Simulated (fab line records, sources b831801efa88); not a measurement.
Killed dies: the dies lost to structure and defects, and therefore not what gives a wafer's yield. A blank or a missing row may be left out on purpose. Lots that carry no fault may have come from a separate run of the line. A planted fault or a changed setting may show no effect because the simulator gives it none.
One fault through the eyes of 2 desks -- flow gf180mcu -- every desk sees just its own numbers, and what lay behind them comes last

## AT THE METROLOGY DESK
What the gauges read for every lot (on any tool): the sampled wafers with a number, averaged. A lot is out of limits, marked OUT, if its mean lies more than 4 standard deviations from the usual mean; the brackets give that distance.
Columns: A = NSD_RS at GF_PSD_RS_MEAS_14, usual 46.14 ohm/sq; B = SAB_CVD_00_THK at GF_SAB_THK_MEAS_01, usual 49.9 nm
lot,first seen here,A,B
L794,day 14 09:53,46.24,49.5
L795,day 14 16:31,46.16,50.5
L797,day 15 13:29,46.24,49.9
L798,day 15 20:16,46.18,48.8
L805,day 18 15:40,46.12,49.9
L806,day 19 01:12,46.90 (+10) OUT,49.6
L808,day 19 11:32,46.98 (+11) OUT,50.2
L810,day 20 08:36,46.20,49.7
L814,day 21 13:50,46.07,50.3
L815,day 21 21:22,46.14,49.5
L816,day 22 04:59,46.16,49.4
This desk's finding: out of limits on L806, L808; first on L806, day 19 01:12 (NSD_RS at GF_PSD_RS_MEAS_14). L794, L795, L797, L798, L805, L810, L814, L815, L816: within limits.

## DESK OF THE TOOL OWNER: implanter-01
For each lot that ran on this tool, the mean over its sampled wafers that have a number, from the tool's own readings at GF_NSD_IMPLANT_09. A lot is out of limits, marked OUT, if its mean lies more than 4 standard deviations from the usual mean; the brackets give that distance.
Columns: A = beam-energy-keV at GF_NSD_IMPLANT_09, usual 60.002; B = end-station-pressure-torr at GF_NSD_IMPLANT_09, usual 1.32e-05 Torr
lot,first seen here,A,B
L795,day 13 19:17,59.993,1.41e-05
L798,day 14 21:40,60.009,1.38e-05
L806,day 18 01:31,57.008 (-99 or more) OUT,1.29e-05
L808,day 18 12:04,57.004 (-99 or more) OUT,1.39e-05
This desk's finding: out of limits on L806, L808; first on L806, day 18 01:31 (beam-energy-keV at GF_NSD_IMPLANT_09). L795, L798: within limits.

## BROUGHT TOGETHER
At day 18 01:31, on L806, L808, the tool owner's desk was in a position to raise an alarm.
Metrology desk: alarm possible at day 19 01:12 on L806, L808.
Every lot named ran GF_NSD_IMPLANT_09 on implanter-01.

## WHAT THE SIMULATOR HAD PUT IN
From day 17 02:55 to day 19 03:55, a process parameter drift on implanter-01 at GF_NSD_IMPLANT_09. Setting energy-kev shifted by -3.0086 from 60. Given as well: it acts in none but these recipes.
Shown lots that were struck: L806, L808.
Time in hours from fault onset to the first out-of-limits reading at each desk: tool owner's desk 23, metrology desk 46.
